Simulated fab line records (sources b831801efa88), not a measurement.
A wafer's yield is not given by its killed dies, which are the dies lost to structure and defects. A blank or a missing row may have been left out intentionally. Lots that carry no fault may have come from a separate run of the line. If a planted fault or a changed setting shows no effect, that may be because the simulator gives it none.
Which of the tools did it? / flow sky130 / 11 lots, 33 wafers sampled, at 4 steps of a route of 708

WHAT THE GAUGES SHOWED, per wafer
SKY_VIA3_RS_MEAS_22: uses a four-point probe to measure.
lot=L398; measured=day 39 18:01; on=film_metro-02; VIA3_W_RS (ohm/sq)=0.2913 0.2934 0.2917
lot=L400; measured=day 40 04:41; on=film_metro-01; VIA3_W_RS (ohm/sq)=0.2917 0.2878 0.2858
lot=L402; measured=day 41 04:19; on=film_metro-02; VIA3_W_RS (ohm/sq)=0.2932 0.2955 0.2914
lot=L404; measured=day 41 12:20; on=film_metro-01; VIA3_W_RS (ohm/sq)=0.2923 0.2934 0.2922
lot=L407; measured=day 42 07:51; on=film_metro-02; VIA3_W_RS (ohm/sq)=0.2892 0.2912 0.2906
lot=L409; measured=day 43 08:25; on=film_metro-04; VIA3_W_RS (ohm/sq)=0.2969 0.2989 0.2968
lot=L410; measured=day 43 11:13; on=film_metro-02; VIA3_W_RS (ohm/sq)=0.2948 0.2923 0.2931
lot=L411; measured=day 43 16:37; on=film_metro-01; VIA3_W_RS (ohm/sq)=0.2889 0.2910 0.2916
lot=L413; measured=day 44 05:38; on=film_metro-04; VIA3_W_RS (ohm/sq)=0.2668 0.2921 0.2690
lot=L416; measured=day 44 21:18; on=film_metro-04; VIA3_W_RS (ohm/sq)=0.2659 0.2922 0.2667
lot=L421; measured=day 46 04:16; on=film_metro-02; VIA3_W_RS (ohm/sq)=0.2916 0.2928 0.2915

EACH LOT AND THE TOOL THAT RAN IT (in order: tool; ch and the chambers of the sampled wafers; start)
lot=L398; SKY_METAL2_DESCUM_17=rie_metal-02 ch 0,1, day 35 04:16; SKY_METAL3_SPUTTER_04=pvd_sputter-02, day 36 09:38; SKY_VIA3_CVD_21=cvd_w-01 ch 0,1, day 39 17:54
lot=L400; SKY_METAL2_DESCUM_17=rie_metal-03 ch 0,1, day 35 14:26; SKY_METAL3_SPUTTER_04=pvd_sputter-04, day 36 20:03; SKY_VIA3_CVD_21=cvd_w-02 ch 0,1, day 40 04:34
lot=L402; SKY_METAL2_DESCUM_17=rie_metal-01 ch 0,1, day 36 15:37; SKY_METAL3_SPUTTER_04=pvd_sputter-03, day 37 20:39; SKY_VIA3_CVD_21=cvd_w-01 ch 0,1, day 41 04:11
lot=L404; SKY_METAL2_DESCUM_17=rie_metal-02 ch 0, day 37 00:37; SKY_METAL3_SPUTTER_04=pvd_sputter-02, day 38 06:01; SKY_VIA3_CVD_21=cvd_w-01 ch 0,1, day 41 12:13
lot=L407; SKY_METAL2_DESCUM_17=rie_metal-01 ch 0,1, day 37 22:40; SKY_METAL3_SPUTTER_04=pvd_sputter-04, day 39 03:46; SKY_VIA3_CVD_21=cvd_w-01 ch 0,1, day 42 07:44
lot=L409; SKY_METAL2_DESCUM_17=rie_metal-03 ch 0,1, day 39 01:16; SKY_METAL3_SPUTTER_04=pvd_sputter-03, day 40 05:23; SKY_VIA3_CVD_21=cvd_w-01 ch 0,1, day 43 08:18
lot=L410; SKY_METAL2_DESCUM_17=rie_metal-01 ch 0,1, day 39 04:17; SKY_METAL3_SPUTTER_04=pvd_sputter-04, day 40 07:46; SKY_VIA3_CVD_21=cvd_w-01 ch 0,1, day 43 11:06
lot=L411; SKY_METAL2_DESCUM_17=rie_metal-03 ch 0, day 39 12:55; SKY_METAL3_SPUTTER_04=pvd_sputter-02, day 40 15:22; SKY_VIA3_CVD_21=cvd_w-02 ch 0,1, day 43 16:28
lot=L413; SKY_METAL2_DESCUM_17=rie_metal-03 ch 0,1, day 39 23:56; SKY_METAL3_SPUTTER_04=pvd_sputter-03, day 41 05:25; SKY_VIA3_CVD_21=cvd_w-01 ch 0,1, day 44 05:31
lot=L416; SKY_METAL2_DESCUM_17=rie_metal-02 ch 0,1, day 40 20:02; SKY_METAL3_SPUTTER_04=pvd_sputter-02, day 41 22:32; SKY_VIA3_CVD_21=cvd_w-01 ch 0,1, day 44 21:10
lot=L421; SKY_METAL2_DESCUM_17=rie_metal-01 ch 1, day 42 05:26; SKY_METAL3_SPUTTER_04=pvd_sputter-03, day 43 07:20; SKY_VIA3_CVD_21=cvd_w-02 ch 0,1, day 46 04:09
- SKY_METAL2_DESCUM_17: chemistry O2, time 8 s.
- SKY_METAL3_SPUTTER_04: material TiN, target thk 70 nm, time 58.3 s.
- SKY_VIA3_CVD_21: deposits W, target thk 390 nm, time 117.31 s.

THE ANSWER, worked out from the rows above alone
Rule: the lots themselves supply what counts as usual. Put in order of their means at a reading, lots are off if they are a third of the lots or fewer, leave a main group of 4 or more, and stand apart from it by a gap of 3 or more times the standard deviation of the main group's means; of several such gaps the widest counts. A main group whose means are all the same, to the digits that the tables above print for the reading, isn't used. Also off: a lot with no number at a reading for which 4 or more lots have one. Any other lot the step has rows for is counted as sound.
Off: L413, L416, seen at SKY_VIA3_RS_MEAS_22 (VIA3_W_RS). The main group: mean 0.2923 ohm/sq, standard deviation 0.0024.
If a tool, at a process step before that reading, ran all the lots that are off and no sound lot after the first of them, it fits. Those tools and the gauges at SKY_VIA3_RS_MEAS_22 are tried in the same way. Can't be told from this: 2 tools fit, cvd_w-01 at SKY_VIA3_CVD_21, film_metro-04 at SKY_VIA3_RS_MEAS_22.

WHAT THE SIMULATOR HAD INSERTED
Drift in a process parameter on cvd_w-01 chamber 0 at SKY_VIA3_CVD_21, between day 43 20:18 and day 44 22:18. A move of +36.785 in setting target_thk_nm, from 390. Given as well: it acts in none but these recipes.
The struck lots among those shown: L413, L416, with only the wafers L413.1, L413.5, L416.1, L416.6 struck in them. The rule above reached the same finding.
